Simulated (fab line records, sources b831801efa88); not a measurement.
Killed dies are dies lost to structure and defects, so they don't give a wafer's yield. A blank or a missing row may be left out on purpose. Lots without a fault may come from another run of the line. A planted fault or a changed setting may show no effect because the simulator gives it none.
A struck lot beside a sound one | flow gf180mcu | 18 steps out of a route of 602
Sound: wafers L219.1, L219.2, L219.6. Struck: wafer L227.3. (L227.4, L227.5 of the same lot were not struck and are left out.) The cause comes at the end.
At each step with rows: each side's tool, then ch and its chambers, then its first start. Under that, the readings that differ: sound wafers | struck wafers | difference of the means | sigmas: that difference in standard deviations of wafers without a fault.
alike: readings whose means differ by less than 2 such deviations, and words and numbers that are the same on both sides. not compared: withheld readings, readings that some wafer has no value for, bounds like >300 that may hide the same value, and numbers for which the record gives no deviation and whose values overlap.
The two part at a step that has a row with sigmas, a row that says differs or no value, or rows on one side only. Numbers that don't overlap but have no deviation are shown without sigmas and don't part them. A reading that every wafer of one side lacks parts them only if that side has two wafers or more.

first, 3 steps without rows for these wafers: GF_V2_EXPOSE_11 (exposes mask Via2, target cd 260 nm); GF_V2_PEB_12 (peb time 90 s); GF_V2_DEVELOP_13 (develop time 60 s).
GF_V2_CD_MEAS_14: target cd 260 nm.
  sound on cd_sem-02, day 20 07:59; struck on cd_sem-02, day 23 10:34
  alike: cd_nm
GF_V2_OVL_MEAS_15:
  sound on overlay-01, day 20 08:06; struck on overlay-01, day 23 10:40
  alike: V2_OVL
GF_V2_ETCH_16: etches BARC in N2/H2.
  sound on rie_diel-02 ch 0,3, day 20 08:08; struck on rie_diel-01 ch 0, day 23 10:41
  alike: drypump_motor_current_A, oes_product_au, throttle_valve_pct
GF_V2_ETCH_17: etches SiO2 in C4F8/O2/Ar, stops on TiN, target depth 630 nm.
  sound on rie_diel-02 ch 0,3; struck on rie_diel-01 ch 0
  alike: oes_product_au
GF_V2_STRIP_18: strips in O2/N2.
  sound on plasma_asher-02 ch 0,1, day 20 08:16; struck on plasma_asher-01 ch 0, day 23 10:50
  alike: drypump_motor_current_A, heater_power_w, oes_product_au
  not compared: rf_hours_counter_h
then, 2 steps without rows for these wafers: GF_V2_STRIP_19 (strips in post etch residue remover, time 1200 s); GF_V2_CLEAN_20 (cleans in DIW).
GF_V2_SPUTTER_21: material Ti, target thk 15 nm, time 80.02 s.
  sound on pvd_sputter-02, day 20 08:48; struck on pvd_sputter-03, day 23 11:21
  alike: throttle_valve_pct
then, 1 step without rows for these wafers: GF_V2_SPUTTER_22 (material TiN, target thk 10 nm, time 40 s).
GF_V2_CVD_23: deposits W, target thk 350 nm, time 104.94 s.
  sound on cvd_w-02 ch 0,1, day 20 08:54; struck on cvd_w-02 ch 0, day 23 11:29
  reading                          | sound           | struck | difference | sigmas
  model.W_of_V2_CVD_23.thk_nm (nm) | 337.9 346.8 342 | 264.1  | -78.1      |
  alike: chamber_pressure_Torr, heater_power_outer_w, heater_power_w
GF_V2_RS_MEAS_24: measures by four-point-probe.
  sound on film_metro-02, day 20 09:01; struck on film_metro-02, day 23 11:36
  reading          | sound             | struck | difference | sigmas
  V2_W_RS (ohm/sq) | 0.339 0.330 0.335 | 0.434  | +0.099     | +23
GF_V2_THK_MEAS_25: measures by xrf.
  sound on film_metro-02, day 20 09:08; struck on film_metro-02, day 23 11:42
  reading       | sound       | struck | difference | sigmas
  V2_W_THK (nm) | 339 347 344 | 269    | -74        | -12
GF_V2_CMP_26: polishes, stops on SiO2, t overpolish 15 s, target thk 0 nm.
  sound on cmp-02 ch 0,1,2, day 20 09:14; struck on cmp-02 ch 0, day 23 11:44
  reading                | sound    | struck | difference | sigmas
  time_to_endpoint_s (s) | 81 86 80 | 61     | -21        | -5
  alike: motor_current_A
GF_M3_SPUTTER_00: material Ti, target thk 37.5 nm, time 150 s.
  sound on pvd_sputter-01, day 20 09:29; struck on pvd_sputter-02, day 23 12:02
  alike: throttle_valve_pct
-- the record jumps here: 8 days lie between the struck wafers' starts before and after (it left off in module M3 and takes up again in module PASSIVATION, whose first step shown is number 602 of the route) --
GF_PASSIVATION_PROBE_99:
  the record has rows for the struck wafers here (prober-02, day 31 14:20) and none for the sound ones

WHERE THEY PART
First at GF_V2_RS_MEAS_24; last, within this record, at GF_PASSIVATION_PROBE_99.

WHY: what the simulator had put in
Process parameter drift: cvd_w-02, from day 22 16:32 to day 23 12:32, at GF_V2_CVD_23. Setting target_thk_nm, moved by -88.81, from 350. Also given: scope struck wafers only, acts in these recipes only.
